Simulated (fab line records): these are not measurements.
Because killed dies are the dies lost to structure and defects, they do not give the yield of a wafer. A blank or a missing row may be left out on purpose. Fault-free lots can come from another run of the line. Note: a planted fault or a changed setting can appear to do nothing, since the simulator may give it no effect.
fab line records -- flow sfq-line -- part 1 of 2: steps 1 to 23 of 33
record lots=5, wafers=15, last-day=76
route steps=325 shown I1@80 M2@88 I2@103
lots untouched by any fault: they come from a run of this same line in which no faults occurred
start-h: the number of hours between the record's first day and the start of the first shown wafer of the lot -- wait-h: hours elapsed since this lot's preceding step -- " repeats the value in the row above -- L1.1+2: a row that stands for several wafers -- - either no value or no given start -- * or withheld: withheld -- < > ~ a bound
route shown NAME@n: NAME is a module with steps in the file, n the number in the route of the first one -- usual: mean and standard deviation over wafers with no fault -- same: alike in all rows -- chamber/n: place in a boat -- sites: each site's reading -- _std_site: standard deviation across them -- _edge_site: the outer-site mean with the inner-site mean subtracted -- radius-mm: for every site, how far away it sits from the centre of the wafer -- mask NAME#n: copy n -- behind: the last tool/chamber to shape the wafer -- hold: cause of the lot's hold/its duration in hours/its outcome -- device: whichever transistor did not switch (one of n, p or np) -- end of line: at the end of the route, the tests of the same wafers -- a step given without rows: its recipe and nothing more -- killed: at the first sort, the dies lost to defects and structure; wafer yield is something else -- map: shows each die of a wafer: x if killed, . if not, _ if none is there
set.NAME: the setting that was run; set.NAME@STEP: the one run at that earlier step -- model.NAME: the simulator's own value behind a step, which no gauge read
certain route steps with their lots: each step a table, each wafer a row
services: when a tool's chamber went out of use (start-h, in hours from the record's first day, below 0 if earlier), for how many hours, and the reason
## steps
# step SFQ_TRILAYER_I1_VIA_LITHO_EXPOSE_050
# recipe mask-id=I1, na=0.6, source-shape=conventional, sigma-outer=0.65, target-cd-nm=500, dose-mj=21.3
# usual stage-vel-mm-s=500.03/0.27
lot.wafer,tool,chamber,start-h,wait-h,mask,stage-vel-mm-s
L076.2,krf-scanner-02,0,410.43,-,I1#0,500.08
L076.4,krf-scanner-02,0,410.43,-,I1#0,499.96
L076.5,krf-scanner-02,0,410.43,-,I1#0,500.12
L077.3,krf-scanner-02,0,414.23,-,I1#0,500.13
L077.4,krf-scanner-02,0,414.23,-,I1#0,500.15
L077.5,krf-scanner-02,0,414.23,-,I1#0,499.51
L081.3,krf-scanner-02,0,447.83,-,I1#0,500.04
L081.4,krf-scanner-02,0,447.83,-,I1#0,500.47
L081.5,krf-scanner-02,0,447.83,-,I1#0,500.17
L090.1,krf-scanner-02,0,537.80,-,I1#0,499.79
L090.5,krf-scanner-02,0,537.80,-,I1#0,499.67
L090.6,krf-scanner-02,0,537.80,-,I1#0,499.61
L094.1,krf-scanner-02,0,559.40,-,I1#0,500.25
L094.4,krf-scanner-02,0,559.40,-,I1#0,499.94
L094.6,krf-scanner-02,0,559.40,-,I1#0,500.18
# step SFQ_TRILAYER_I1_VIA_LITHO_PEB_052
# recipe peb-temp-c=115, peb-time-s=60, resist=KrF
# usual resist-line-temp-C=22.98/0.11
lot.wafer,tool,chamber,start-h,wait-h,resist-line-temp-C
L076.2,litho-track-03,0,411.45,0.8,22.76
L076.4,litho-track-03,0,411.45,0.8,22.74
L076.5,litho-track-03,0,411.45,0.8,22.77
L077.3,litho-track-04,0,415.08,0.7,23.14
L077.4,litho-track-04,0,415.08,0.7,23.08
L077.5,litho-track-04,0,415.08,0.7,23.16
L081.3,litho-track-04,0,448.68,0.7,22.94
L081.4,litho-track-04,0,448.68,0.7,22.91
L081.5,litho-track-04,0,448.68,0.7,22.79
L090.1,litho-track-02,0,539.00,1.0,22.97
L090.5,litho-track-02,0,539.00,1.0,23.05
L090.6,litho-track-02,0,539.00,1.0,23.13
L094.1,litho-track-02,0,560.60,1.0,23.06
L094.4,litho-track-02,0,560.60,1.0,22.99
L094.6,litho-track-02,0,560.60,1.0,23.18
# step SFQ_TRILAYER_I1_VIA_LITHO_DEVELOP_051
# recipe time-s=60, resist=KrF
# usual resist-line-temp-C=22.98/0.1
lot.wafer,tool,chamber,start-h,wait-h,resist-line-temp-C
L076.2,litho-track-03,0,411.60,0.1,22.89
L076.4,litho-track-03,0,411.60,0.1,23.17
L076.5,litho-track-03,0,411.60,0.1,23.09
L077.3,litho-track-04,0,415.23,0.1,22.99
L077.4,litho-track-04,0,415.23,0.1,23.06
L077.5,litho-track-04,0,415.23,0.1,23.08
L081.3,litho-track-04,0,448.83,0.1,23.03
L081.4,litho-track-04,0,448.83,0.1,22.93
L081.5,litho-track-04,0,448.83,0.1,22.87
L090.1,litho-track-02,0,539.15,0.1,22.97
L090.5,litho-track-02,0,539.15,0.1,23.01
L090.6,litho-track-02,0,539.15,0.1,23.06
L094.1,litho-track-02,0,560.75,0.1,22.92
L094.4,litho-track-02,0,560.75,0.1,22.89
L094.6,litho-track-02,0,560.75,0.1,22.98
# step SFQ_I1_OVL_MEAS_913
# usual I1_OVL=0/5.8
lot.wafer,tool,chamber,start-h,wait-h,I1_OVL[nm]
L076.2,overlay-02,-,411.73,0.1,-6
L076.4,overlay-02,-,411.73,0.1,0
L076.5,overlay-02,-,411.73,0.1,4
L077.3,overlay-01,-,415.34,0.1,5
L077.4,overlay-01,-,415.34,0.1,-2
L077.5,overlay-01,-,415.34,0.1,9
L081.3,overlay-01,-,448.94,0.1,-6
L081.4,overlay-01,-,448.94,0.1,-9
L081.5,overlay-01,-,448.94,0.1,-4
L090.1,overlay-02,-,539.30,0.1,1
L090.5,overlay-02,-,539.30,0.1,1
L090.6,overlay-02,-,539.30,0.1,-2
L094.1,overlay-01,-,560.90,0.1,-5
L094.4,overlay-01,-,560.90,0.1,5
L094.6,overlay-01,-,560.90,0.1,0
# step SFQ_TRILAYER_I1_VIA_BARC_OPEN_VIA_ETCH_071
# recipe mask-material=PR, chemistry=O2, target-depth-nm=125, target=BARC, source-w=500, bias-w=80, pressure-mtorr=30, time-s=41.7
# usual drypump-motor-current-A=5.9/0.37, oes-product-au=0.685/0.005
lot.wafer,tool,chamber,start-h,wait-h,drypump-motor-current-A,oes-product-au,rf-hours-counter-h
L076.2,rie-diel-03,1,411.76,0.0,6.1,0.684,51
L076.4,rie-diel-03,3,411.76,0.0,5.2,0.692,99
L076.5,rie-diel-03,0,411.76,0.0,6.0,0.676,-
L077.3,rie-diel-01,1,415.36,0.0,5.8,0.681,59
L077.4,rie-diel-01,0,415.36,0.0,4.8,0.678,-
L077.5,rie-diel-01,1,415.36,0.0,5.8,0.683,-
L081.3,rie-diel-02,3,448.96,0.0,5.8,0.688,2
L081.4,rie-diel-02,0,448.96,0.0,6.0,0.682,36
L081.5,rie-diel-02,1,448.96,0.0,6.1,0.681,-
L090.1,rie-diel-03,0,539.34,0.0,6.0,0.687,3
L090.5,rie-diel-03,1,539.34,0.0,6.1,0.684,-
L090.6,rie-diel-03,2,539.34,0.0,5.9,0.690,-
L094.1,rie-diel-02,0,560.94,0.0,6.0,0.690,37
L094.4,rie-diel-02,3,560.94,0.0,5.8,0.684,4
L094.6,rie-diel-02,1,560.94,0.0,6.1,0.694,-
# step SFQ_TRILAYER_I1_VIA_ETCH_VIA_ETCH_052
# recipe target=SiO2, stop-on=Nb, mask-material=PR, taper-deg=20, chemistry=CHF3, target-depth-nm=260, source-w=500, bias-w=80, pressure-mtorr=30, time-s=withheld
# usual drypump-motor-current-A=5.9/0.37, oes-product-au=0.855/0.0052
lot.wafer,tool,chamber,start-h,wait-h,drypump-motor-current-A,oes-product-au
L076.2,rie-diel-03,1,411.80,0.0,6.1,0.854
L076.4,rie-diel-03,3,411.80,0.0,5.2,0.853
L076.5,rie-diel-03,0,411.80,0.0,6.0,0.856
L077.3,rie-diel-01,1,415.40,0.0,5.8,0.858
L077.4,rie-diel-01,0,415.40,0.0,4.8,0.846
L077.5,rie-diel-01,1,415.40,0.0,5.8,0.861
L081.3,rie-diel-02,3,449.00,0.0,5.8,0.859
L081.4,rie-diel-02,0,449.00,0.0,6.0,0.856
L081.5,rie-diel-02,1,449.00,0.0,6.1,0.847
L090.1,rie-diel-03,0,539.38,0.0,6.0,0.852
L090.5,rie-diel-03,1,539.38,0.0,6.1,0.858
L090.6,rie-diel-03,2,539.38,0.0,5.9,0.865
L094.1,rie-diel-02,0,560.98,0.0,6.0,0.856
L094.4,rie-diel-02,3,560.98,0.0,5.8,0.852
L094.6,rie-diel-02,1,560.98,0.0,6.1,0.846
# step SFQ_TRILAYER_I1_VIA_STRIP_STRIP_053
# recipe gas=O2, power-w=200, platen-temp-c=40, overash-fraction=0.65, chemistry=O2, pressure-mtorr=50
# usual drypump-motor-current-A=5.5/0.41, oes-product-au=1.003/0.011, platen-temp-c=40.03/0.11
lot.wafer,tool,chamber,start-h,wait-h,drypump-motor-current-A,oes-product-au,platen-temp-c,rf-hours-counter-h
L076.2,rie-metal-04,1,411.92,-,5.8,1.004,39.81,119
L076.4,rie-metal-04,1,411.92,-,5.8,0.997,40.02,-
L076.5,rie-metal-04,0,411.92,-,6.0,1.006,40.08,-
L077.3,rie-metal-01,1,415.72,-,5.8,0.982,40.05,-
L077.4,rie-metal-01,0,415.72,-,5.0,0.990,39.89,-
L077.5,rie-metal-01,0,415.72,-,5.0,0.992,39.84,-
L081.3,rie-metal-03,1,449.32,-,5.3,1.008,40.05,-
L081.4,rie-metal-03,0,449.32,-,5.1,1.032,40.00,-
L081.5,rie-metal-03,1,449.32,-,5.3,1.006,39.99,-
L090.1,rie-metal-01,1,539.49,-,5.8,0.995,40.03,71
L090.5,rie-metal-01,1,539.49,-,5.9,1.000,40.04,-
L090.6,rie-metal-01,0,539.49,-,5.0,1.015,40.10,-
L094.1,rie-metal-04,0,561.09,-,6.0,1.010,39.97,4
L094.4,rie-metal-04,0,561.09,-,6.0,1.006,39.94,-
L094.6,rie-metal-04,0,561.09,-,6.0,1.003,39.81,-
# step SFQ_TRILAYER_I1_VIA_STRIP_SOLV_CLEAN_054
# recipe chemistry=NMP, temp-c=70, time-s=600
lot.wafer,tool,chamber,start-h,wait-h
L076.2+4+5,wet-bench-04,"2,1,6",412.52,0.4
L077.3+4+5,wet-bench-01,"0,7,2",416.12,0.2
L081.3+4+5,wet-bench-01,"3,6,2",449.72,0.2
L090.1+5+6,wet-bench-04,"1,4,0",540.09,0.4
L094.1+4+6,wet-bench-04,"4,1,3",561.69,0.4
# step SFQ_TRILAYER_M2_DEP_PRE_CLEAN_056
# recipe gas=Ar, time-s=22.5, bias-v=250
# usual bias-v=249.7/2.4
lot.wafer,tool,chamber,start-h,wait-h,bias-v
L076.2,pvd-sputter-05,-,412.69,0.0,252.4
L076.4,pvd-sputter-05,-,412.69,0.0,249.2
L076.5,pvd-sputter-05,-,412.69,0.0,249.5
L077.3,pvd-sputter-05,-,416.31,0.0,248.8
L077.4,pvd-sputter-05,-,416.31,0.0,251.8
L077.5,pvd-sputter-05,-,416.31,0.0,246.7
L081.3,pvd-sputter-06,-,449.89,0.0,251.8
L081.4,pvd-sputter-06,-,449.89,0.0,247.7
L081.5,pvd-sputter-06,-,449.89,0.0,249.7
L090.1,pvd-sputter-05,-,540.27,0.0,251.5
L090.5,pvd-sputter-05,-,540.27,0.0,251.2
L090.6,pvd-sputter-05,-,540.27,0.0,250.6
L094.1,pvd-sputter-06,-,561.87,0.0,253.4
L094.4,pvd-sputter-06,-,561.87,0.0,254.0
L094.6,pvd-sputter-06,-,561.87,0.0,251.1
# step SFQ_TRILAYER_M2_DEP_SPUTTER_055
# recipe material=Nb, base-pressure-pa=1.33e-06, chamber-pressure-pa=0.1333, substrate-temp-c=20, resputter-cathode-voltage-v=400, target-thk-nm=200, power-w=2000, time-s=133.3
# usual throttle-valve-pct=30.0/1
lot.wafer,tool,chamber,start-h,wait-h,throttle-valve-pct
L076.2,pvd-sputter-05,-,412.72,0.0,29.7
L076.4,pvd-sputter-05,-,412.72,0.0,31.1
L076.5,pvd-sputter-05,-,412.72,0.0,31.0
L077.3,pvd-sputter-05,-,416.34,0.0,30.7
L077.4,pvd-sputter-05,-,416.34,0.0,28.2
L077.5,pvd-sputter-05,-,416.34,0.0,29.4
L081.3,pvd-sputter-06,-,449.92,0.0,31.2
L081.4,pvd-sputter-06,-,449.92,0.0,30.5
L081.5,pvd-sputter-06,-,449.92,0.0,29.3
L090.1,pvd-sputter-05,-,540.30,0.0,31.0
L090.5,pvd-sputter-05,-,540.30,0.0,28.6
L090.6,pvd-sputter-05,-,540.30,0.0,29.9
L094.1,pvd-sputter-06,-,561.90,0.0,31.0
L094.4,pvd-sputter-06,-,561.90,0.0,29.2
L094.6,pvd-sputter-06,-,561.90,0.0,30.4
# step SFQ_M2_RS_MEAS_914
# recipe thk-meas-gauge=four-point-probe, reads=Nb_of_TRILAYER_M2_DEP_SPUTTER_055
# usual M2_NB_RS=0.890/0.01
lot.wafer,tool,chamber,start-h,wait-h,M2_NB_RS[ohm/sq]
L076.2,film-metro-01,-,412.83,0.1,0.886
L076.4,film-metro-01,-,412.83,0.1,0.897
L076.5,film-metro-01,-,412.83,0.1,0.880
L077.3,film-metro-01,-,416.47,0.1,0.898
L077.4,film-metro-01,-,416.47,0.1,0.876
L077.5,film-metro-01,-,416.47,0.1,0.887
L081.3,film-metro-01,-,450.05,0.1,0.900
L081.4,film-metro-01,-,450.05,0.1,0.894
L081.5,film-metro-01,-,450.05,0.1,0.898
L090.1,film-metro-04,-,540.39,0.0,0.885
L090.5,film-metro-04,-,540.39,0.0,0.877
L090.6,film-metro-04,-,540.39,0.0,0.892
L094.1,film-metro-04,-,561.99,0.0,0.884
L094.4,film-metro-04,-,561.99,0.0,0.891
L094.6,film-metro-04,-,561.99,0.0,0.876
# step SFQ_TRILAYER_M2_LITHO_COAT_062
# recipe resist=BARC, spin-rpm=3000, resist-thk-nm=62
# usual resist-line-temp-C=22.96/0.12
lot.wafer,tool,chamber,start-h,wait-h,resist-line-temp-C
L076.2,litho-track-04,0,413.04,0.1,22.99
L076.4,litho-track-04,0,413.04,0.1,22.96
L076.5,litho-track-04,0,413.04,0.1,22.89
L077.3,litho-track-04,0,416.71,0.1,22.87
L077.4,litho-track-04,0,416.71,0.1,23.05
L077.5,litho-track-04,0,416.71,0.1,22.99
L081.3,litho-track-04,0,450.29,0.1,22.78
L081.4,litho-track-04,0,450.29,0.1,22.98
L081.5,litho-track-04,0,450.29,0.1,22.72
L090.1,litho-track-01,0,540.57,0.1,23.08
L090.5,litho-track-01,0,540.57,0.1,22.93
L090.6,litho-track-01,0,540.57,0.1,23.14
L094.1,litho-track-04,0,562.17,0.1,23.11
L094.4,litho-track-04,0,562.17,0.1,22.96
L094.6,litho-track-04,0,562.17,0.1,22.99
# step SFQ_TRILAYER_M2_LITHO_COAT_057
# recipe resist=KrF, spin-rpm=3000, resist-thk-nm=600
# usual resist-line-temp-C=23.01/0.11
lot.wafer,tool,chamber,start-h,wait-h,resist-line-temp-C
L076.2,litho-track-04,0,413.34,0.2,23.12
L076.4,litho-track-04,0,413.34,0.2,23.31
L076.5,litho-track-04,0,413.34,0.2,23.16
L077.3,litho-track-04,0,417.01,0.2,23.16
L077.4,litho-track-04,0,417.01,0.2,23.03
L077.5,litho-track-04,0,417.01,0.2,23.07
L081.3,litho-track-04,0,450.59,0.2,23.01
L081.4,litho-track-04,0,450.59,0.2,23.15
L081.5,litho-track-04,0,450.59,0.2,23.10
L090.1,litho-track-01,0,540.87,0.2,23.08
L090.5,litho-track-01,0,540.87,0.2,23.08
L090.6,litho-track-01,0,540.87,0.2,23.23
L094.1,litho-track-04,0,562.47,0.2,23.08
L094.4,litho-track-04,0,562.47,0.2,22.89
L094.6,litho-track-04,0,562.47,0.2,22.82
# step SFQ_TRILAYER_M2_LITHO_SOFTBAKE_061
# recipe temp-c=withheld, time-s=withheld, resist=KrF
# usual resist-line-temp-C=*
lot.wafer,tool,chamber,start-h,wait-h,resist-line-temp-C
L076.2,litho-track-04,0,413.62,0.2,*
L076.4,litho-track-04,0,413.62,0.2,*
L076.5,litho-track-04,0,413.62,0.2,*
L077.3,litho-track-04,0,417.26,0.2,*
L077.4,litho-track-04,0,417.26,0.2,*
L077.5,litho-track-04,0,417.26,0.2,*
L081.3,litho-track-04,0,450.84,0.2,*
L081.4,litho-track-04,0,450.84,0.2,*
L081.5,litho-track-04,0,450.84,0.2,*
L090.1,litho-track-01,0,541.17,0.2,*
L090.5,litho-track-01,0,541.17,0.2,*
L090.6,litho-track-01,0,541.17,0.2,*
L094.1,litho-track-04,0,562.77,0.2,*
L094.4,litho-track-04,0,562.77,0.2,*
L094.6,litho-track-04,0,562.77,0.2,*
# step SFQ_TRILAYER_M2_LITHO_EXPOSE_058
# recipe mask-id=M2, na=0.6, source-shape=conventional, sigma-outer=0.65, target-cd-nm=500, dose-mj=14.4
# usual stage-vel-mm-s=499.97/0.23
lot.wafer,tool,chamber,start-h,wait-h,mask,stage-vel-mm-s
L076.2,krf-scanner-01,0,474.56,-,M2#0,500.14
L076.4,krf-scanner-01,0,474.56,-,M2#0,500.49
L076.5,krf-scanner-01,0,474.56,-,M2#0,500.22
L077.3,krf-scanner-01,0,479.56,-,M2#0,500.07
L077.4,krf-scanner-01,0,479.56,-,M2#0,500.42
L077.5,krf-scanner-01,0,479.56,-,M2#0,500.33
L081.3,krf-scanner-01,0,514.36,-,M2#0,499.76
L081.4,krf-scanner-01,0,514.36,-,M2#0,500.06
L081.5,krf-scanner-01,0,514.36,-,M2#0,500.35
L090.1,krf-scanner-01,0,604.41,-,M2#0,499.63
L090.5,krf-scanner-01,0,604.41,-,M2#0,499.68
L090.6,krf-scanner-01,0,604.41,-,M2#0,499.37
L094.1,krf-scanner-01,0,626.11,-,M2#0,500.26
L094.4,krf-scanner-01,0,626.11,-,M2#0,500.15
L094.6,krf-scanner-01,0,626.11,-,M2#0,499.93
# step SFQ_TRILAYER_M2_LITHO_PEB_060
# recipe peb-temp-c=115, peb-time-s=60, resist=KrF
# usual resist-line-temp-C=23.02/0.12
lot.wafer,tool,chamber,start-h,wait-h,resist-line-temp-C
L076.2,litho-track-04,0,475.58,0.8,23.18
L076.4,litho-track-04,0,475.58,0.8,22.95
L076.5,litho-track-04,0,475.58,0.8,22.91
L077.3,litho-track-01,0,480.41,0.7,22.88
L077.4,litho-track-01,0,480.41,0.7,23.04
L077.5,litho-track-01,0,480.41,0.7,22.95
L081.3,litho-track-04,0,515.21,0.7,22.90
L081.4,litho-track-04,0,515.21,0.7,23.04
L081.5,litho-track-04,0,515.21,0.7,22.86
L090.1,litho-track-01,0,605.61,1.0,23.13
L090.5,litho-track-01,0,605.61,1.0,23.21
L090.6,litho-track-01,0,605.61,1.0,23.17
L094.1,litho-track-01,0,627.31,1.0,23.02
L094.4,litho-track-01,0,627.31,1.0,23.38
L094.6,litho-track-01,0,627.31,1.0,23.15
# step SFQ_TRILAYER_M2_LITHO_DEVELOP_059
# recipe time-s=60, resist=KrF
# usual resist-line-temp-C=23.02/0.11
lot.wafer,tool,chamber,start-h,wait-h,resist-line-temp-C
L076.2,litho-track-04,0,475.73,0.1,22.98
L076.4,litho-track-04,0,475.73,0.1,23.05
L076.5,litho-track-04,0,475.73,0.1,22.95
L077.3,litho-track-01,0,480.56,0.1,23.07
L077.4,litho-track-01,0,480.56,0.1,23.09
L077.5,litho-track-01,0,480.56,0.1,23.02
L081.3,litho-track-04,0,515.36,0.1,23.11
L081.4,litho-track-04,0,515.36,0.1,23.12
L081.5,litho-track-04,0,515.36,0.1,22.98
L090.1,litho-track-01,0,605.76,0.1,23.13
L090.5,litho-track-01,0,605.76,0.1,22.90
L090.6,litho-track-01,0,605.76,0.1,23.05
L094.1,litho-track-01,0,627.46,0.1,23.22
L094.4,litho-track-01,0,627.46,0.1,23.23
L094.6,litho-track-01,0,627.46,0.1,22.99
# step SFQ_M2_OVL_MEAS_916
# usual M2_OVL=-2/5.5
lot.wafer,tool,chamber,start-h,wait-h,M2_OVL[nm]
L076.2,overlay-02,-,475.86,0.1,-6
L076.4,overlay-02,-,475.86,0.1,5
L076.5,overlay-02,-,475.86,0.1,1
L077.3,overlay-01,-,480.67,0.1,-12
L077.4,overlay-01,-,480.67,0.1,-15
L077.5,overlay-01,-,480.67,0.1,-12
L081.3,overlay-01,-,515.47,0.1,2
L081.4,overlay-01,-,515.47,0.1,4
L081.5,overlay-01,-,515.47,0.1,3
L090.1,overlay-01,-,605.91,0.1,6
L090.5,overlay-01,-,605.91,0.1,10
L090.6,overlay-01,-,605.91,0.1,9
L094.1,overlay-02,-,627.61,0.1,-10
L094.4,overlay-02,-,627.61,0.1,-5
L094.6,overlay-02,-,627.61,0.1,2
# step SFQ_TRILAYER_M2_BARC_OPEN_METAL_ETCH_077
# recipe mask-material=PR, chemistry=O2, target-depth-nm=125, target=BARC, icp-w=600, bias-w=80, pressure-mtorr=10, time-s=41.7
# usual drypump-motor-current-A=5.8/0.46, oes-product-au=0.685/0.0041
lot.wafer,tool,chamber,start-h,wait-h,drypump-motor-current-A,oes-product-au,rf-hours-counter-h
L076.2,rie-metal-01,0,475.89,0.0,5.0,0.680,73
L076.4,rie-metal-01,1,475.89,0.0,5.8,0.685,-
L076.5,rie-metal-01,1,475.89,0.0,5.8,0.688,-
L077.3,rie-metal-02,0,480.71,0.0,6.3,0.688,-
L077.4,rie-metal-02,1,480.71,0.0,5.6,0.684,-
L077.5,rie-metal-02,0,480.71,0.0,6.4,0.676,-
L081.3,rie-metal-01,0,515.51,0.0,5.0,0.686,-
L081.4,rie-metal-01,1,515.51,0.0,5.8,0.687,-
L081.5,rie-metal-01,1,515.51,0.0,5.8,0.691,-
L090.1,rie-metal-02,0,605.95,0.0,6.3,0.680,64
L090.5,rie-metal-02,1,605.95,0.0,5.6,0.677,-
L090.6,rie-metal-02,0,605.95,0.0,6.4,0.677,-
L094.1,rie-metal-01,0,627.65,0.0,5.0,0.683,101
L094.4,rie-metal-01,0,627.65,0.0,5.0,0.684,-
L094.6,rie-metal-01,0,627.65,0.0,5.0,0.689,-
# step SFQ_TRILAYER_M2_ETCH_METAL_ETCH_060
# recipe target=Nb, stop-on=SiO2, mask-material=PR, chemistry=Cl2/Ar, target-depth-nm=240, icp-w=600, bias-w=80, pressure-mtorr=10, time-s=120
# usual drypump-motor-current-A=5.8/0.46, oes-product-au=0.894/0.0075
lot.wafer,tool,chamber,start-h,wait-h,drypump-motor-current-A,oes-product-au,rf-hours-counter-h
L076.2,rie-metal-01,0,475.95,0.0,5.0,0.898,73
L076.4,rie-metal-01,1,475.95,0.0,5.8,0.892,-
L076.5,rie-metal-01,1,475.95,0.0,5.8,0.899,-
L077.3,rie-metal-02,0,480.79,0.1,6.3,0.882,-
L077.4,rie-metal-02,1,480.79,0.1,5.6,0.906,-
L077.5,rie-metal-02,0,480.79,0.1,6.4,0.895,-
L081.3,rie-metal-01,0,515.59,0.1,5.0,0.899,-
L081.4,rie-metal-01,1,515.59,0.1,5.8,0.894,-
L081.5,rie-metal-01,1,515.59,0.1,5.8,0.887,-
L090.1,rie-metal-02,0,606.01,0.0,6.3,0.895,65
L090.5,rie-metal-02,1,606.01,0.0,5.6,0.905,-
L090.6,rie-metal-02,0,606.01,0.0,6.4,0.891,-
L094.1,rie-metal-01,0,627.71,0.0,5.0,0.896,101
L094.4,rie-metal-01,0,627.71,0.0,5.0,0.903,-
L094.6,rie-metal-01,0,627.71,0.0,5.0,0.903,-
# step SFQ_TRILAYER_M2_STRIP_STRIP_061
# recipe gas=O2, power-w=200, platen-temp-c=40, overash-fraction=0.65, chemistry=O2, pressure-mtorr=50
# usual drypump-motor-current-A=5.8/0.46, oes-product-au=1.000/0.0073, platen-temp-c=39.97/0.12
lot.wafer,tool,chamber,start-h,wait-h,drypump-motor-current-A,oes-product-au,platen-temp-c,rf-hours-counter-h
L076.2,rie-metal-01,0,476.08,0.1,5.0,0.996,39.80,73
L076.4,rie-metal-01,1,476.08,0.1,5.8,0.993,39.90,-
L076.5,rie-metal-01,1,476.08,0.1,5.8,0.995,39.89,-
L077.3,rie-metal-02,0,481.08,0.2,6.3,0.997,40.01,-
L077.4,rie-metal-02,1,481.08,0.2,5.6,0.988,39.93,-
L077.5,rie-metal-02,0,481.08,0.2,6.4,1.000,40.01,-
L081.3,rie-metal-01,0,515.88,0.2,5.0,1.020,40.10,-
L081.4,rie-metal-01,1,515.88,0.2,5.8,0.991,40.17,-
L081.5,rie-metal-01,1,515.88,0.2,5.8,1.006,39.99,-
L090.1,rie-metal-02,0,606.13,0.1,6.3,0.995,40.09,65
L090.5,rie-metal-02,1,606.13,0.1,5.6,1.004,39.83,-
L090.6,rie-metal-02,0,606.13,0.1,6.3,0.998,39.90,-
L094.1,rie-metal-01,0,627.83,0.1,5.0,0.993,40.01,101
L094.4,rie-metal-01,0,627.83,0.1,5.0,0.991,39.93,-
L094.6,rie-metal-01,0,627.83,0.1,5.0,0.996,40.12,-
# step SFQ_TRILAYER_M2_STRIP_SOLV_CLEAN_062
# recipe chemistry=NMP, temp-c=70, time-s=600
lot.wafer,tool,chamber,start-h,wait-h
L076.2+4+5,wet-bench-01,"2,0,5",476.68,0.4
L077.3+4+5,wet-bench-01,"1,0,4",481.48,0.2
L081.3+4+5,wet-bench-03,"7,5,6",516.28,0.2
L090.1+5+6,wet-bench-04,"0,1,2",606.73,0.4
L094.1+4+6,wet-bench-01,"3,2,6",628.43,0.4
# step SFQ_TRILAYER_I2_DEP_PECVD_063
# recipe material=SiO2, temp-c=150, time-s=111.11, pressure-torr=2.4, rf-w=183.3, precursor=SiH4/N2O, target-thk-nm=500
# usual heater-power-w=77/15, throttle-valve-pct=24.4/1.1
lot.wafer,tool,chamber,start-h,wait-h,heater-power-w,throttle-valve-pct
L076.2,pecvd-02,2,476.85,0.0,103,25.7
L076.4,pecvd-02,1,476.85,0.0,52,26.9
L076.5,pecvd-02,2,476.85,0.0,106,25.9
L077.3,pecvd-03,0,481.65,0.0,89,25.5
L077.4,pecvd-03,2,481.65,0.0,81,24.9
L077.5,pecvd-03,1,481.65,0.0,88,23.8
L081.3,pecvd-04,1,516.49,0.0,63,24.7
L081.4,pecvd-04,1,516.49,0.0,68,24.3
L081.5,pecvd-04,0,516.49,0.0,67,23.2
L090.1,pecvd-04,0,606.91,0.0,63,23.5
L090.5,pecvd-04,0,606.91,0.0,64,23.4
L090.6,pecvd-04,2,606.91,0.0,90,23.4
L094.1,pecvd-04,2,628.61,0.0,90,23.3
L094.4,pecvd-04,0,628.61,0.0,71,23.4
L094.6,pecvd-04,1,628.61,0.0,68,24.8
